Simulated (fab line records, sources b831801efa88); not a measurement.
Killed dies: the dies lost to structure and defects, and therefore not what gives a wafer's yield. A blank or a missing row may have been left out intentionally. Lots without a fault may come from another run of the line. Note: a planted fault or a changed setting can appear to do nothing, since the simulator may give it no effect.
A lot that was struck, set against a sound lot | flow sky130 | 21 out of 708 route steps
Sound: these wafers, L512.2, L512.3, L512.5. Struck: wafer L519.3. (L519.5 of the same lot was not struck and is left out.) The cause comes at the end.
Per side, at each step with rows, come the tool, then ch with its chambers, and then its first start. Under that, the readings that differ: sound wafers | struck wafers | difference of the means | sigmas: that difference in standard deviations of wafers without a fault.
alike: a reading whose means differ by less than 2 such deviations, as well as words and numbers matching on both sides. not compared: withheld readings; readings where some wafer has no value; bounds like >300 that might hide an equal value; numbers whose values overlap and for which the record gives no deviation.
The two part at a step that has a row with sigmas, a row that says differs or no value, or rows on one side only. Numbers that don't overlap but have no deviation are shown without sigmas and don't part them. A reading missing from all wafers of one side parts the sides only when that side holds two or more wafers.

first, 1 step without rows for these wafers: SKY_FIELD_ISO_DEVELOP_12 (develop time 60 s).
SKY_FIELD_ISO_CD_MEAS_13 targets a cd of 150 nm.
  sound on cd_sem-01, day 2 06:04; struck on cd_sem-01, day 3 18:11
  alike: cd_nm
SKY_FIELD_ISO_ETCH_14: etches BARC in N2/H2, stops on SiO2, time 45.9 s, target depth 60 nm.
  sound on rie_diel-04 ch 0,1, day 2 06:10; struck on rie_diel-04 ch 3, day 3 18:16
  reading                | sound                | struck | difference | sigmas
  throttle_valve_pct (%) | 13.229 13.222 13.212 | 13.201 | -0.020     | -2
  alike: chamber_pressure_mTorr, drypump_motor_current_A, oes_product_au
  not compared: rf_hours_counter_h
SKY_FIELD_ISO_ETCH_15: etches the open film in CHF3/O2, stops on Si, target depth 180 nm, time 72 s.
  sound on rie_diel-04 ch 0,1, day 2 06:12; struck on rie_diel-04 ch 3, day 3 18:18
  alike: chamber_pressure_mTorr, drypump_motor_current_A, oes_product_au, throttle_valve_pct
  not compared: rf_hours_counter_h
SKY_FIELD_ISO_STRIP_16: strips in O2/N2.
  sound on plasma_asher-02 ch 0, day 2 06:16; struck on plasma_asher-03 ch 1, day 3 18:23
  reading                     | sound          | struck | difference | sigmas
  drypump_motor_current_A (A) | 5.33 5.34 5.35 | 5.73   | +0.39      | +3
  alike: chamber_pressure_mTorr, o2_flow_sccm, oes_product_au, strip_time_to_endpoint_s
  not compared: rf_hours_counter_h
SKY_FIELD_ISO_ETCH_17: etches Si in HBr/Cl2/O2, target depth 342 nm, time 97.7 s.
  sound on rie_si-02 ch 0,1,2, day 2 06:22; struck on rie_si-01 ch 0, day 3 18:28
  alike: chamber_pressure_mTorr, drypump_motor_current_A, oes_product_au, throttle_valve_pct
  not compared: rf_hours_counter_h
then, 5 steps without rows for these wafers: SKY_FIELD_ISO_WET_ETCH_18 (etches Si3N4 in H3PO4, target depth 25 nm, time 286 s); SKY_FIELD_ISO_CLEAN_19 (cleans in SC1/SC2, time 150 s); SKY_FIELD_ISO_CLEAN_20 (cleans in dHF, time 20 s); SKY_FIELD_ISO_WET_ETCH_21 (etches SiO2 in dHF, target depth 20 nm, time 400 s); SKY_FIELD_ISO_OXIDATION_22 (stabilise 600 s, purge 300 s, target thk 10 nm).
SKY_FIELD_ISO_THK_MEAS_23:
  sound on film_metro-01, day 2 08:16; struck on film_metro-01, day 3 19:59
  alike: FIELD_ISO_OXIDATION_01_THK
SKY_FIELD_ISO_CVD_24: deposits SiO2, target thk 595 nm, time 99.2 s.
  sound on hdpcvd-01 ch 1,2, day 2 08:19; struck on hdpcvd-02 ch 1, day 3 20:02
  reading                                    | sound             | struck | difference | sigmas
  model.SiO2_of_FIELD_ISO_CVD_24.thk_nm (nm) | 595.1 598.9 597.9 | 313.1  | -284.2     |
SKY_FIELD_ISO_THK_MEAS_25:
  sound on film_metro-02, day 2 08:24; struck on film_metro-03, day 3 20:07
  reading                   | sound       | struck | difference | sigmas
  FIELD_ISO_CVD_24_THK (nm) | 595 599 597 | 313    | -284       | -47
then, 1 step without rows for these wafers: SKY_FIELD_ISO_ANNEAL_26 (time 1800 s).
SKY_FIELD_ISO_CMP_27: polishes, stops on Si3N4, t overpolish 16 s, target thk 457.8 nm.
  sound on cmp-01 ch 1,2,3, day 2 11:01; struck on cmp-01 ch 2, day 3 21:40
  reading                | sound       | struck | difference | sigmas
  time_to_endpoint_s (s) | 118 122 125 | 60     | -62        | -15
  alike: motor_current_A, platen_rpm
then, 2 steps without rows for these wafers: SKY_FIELD_ISO_WET_ETCH_28 (etches SiO2 in dHF, target depth 23.7 nm, time 47 s); SKY_FIELD_ISO_WET_ETCH_29 (etches Si3N4 in H3PO4, target depth 160 nm, time 1825 s).
SKY_FIELD_ISO_WET_ETCH_30: etches SiO2 in dHF, target depth 25 nm, time 50 s.
  sound on wet_bench-02 ch 3, day 2 11:45; struck on wet_bench-02 ch 3, day 3 22:33
  reading                                    | sound             | struck | difference | sigmas
  model.SiO2_of_FIELD_ISO_CVD_24.thk_nm (nm) | 404.6 406.9 406.3 | 259.9  | -146.0     |
then, 1 step without rows for these wafers: SKY_NWELL_CLEAN_00 (cleans in SC1/SC2, time 150 s).
-- the record jumps here: 44 days lie between the struck wafers' starts before and after (it left off in module NWELL and takes up again in module PAD_OPEN, whose first step shown is number 708 of the route) --
SKY_PAD_OPEN_PROBE_99:
  sound on prober-02, day 45 18:35; struck on prober-02, day 47 13:35
  reading             | sound    | struck | difference | sigmas
  killed_at_front_end | 11 14 14 | 426    | +413       | +86
  killed_dies         | 81 77 81 | 492    | +412       | +43
  killed_on_rim       | 18 20 18 | 96     | +77        | +21
  alike: killed_at_M0_to_M3, killed_at_M4_up, killed_at_contacts, killed_at_other, killed_open, killed_short

## WHERE THEY PART
Earliest at SKY_FIELD_ISO_ETCH_14; latest, in this record, at SKY_PAD_OPEN_PROBE_99.

WHY: whatever the simulator had introduced
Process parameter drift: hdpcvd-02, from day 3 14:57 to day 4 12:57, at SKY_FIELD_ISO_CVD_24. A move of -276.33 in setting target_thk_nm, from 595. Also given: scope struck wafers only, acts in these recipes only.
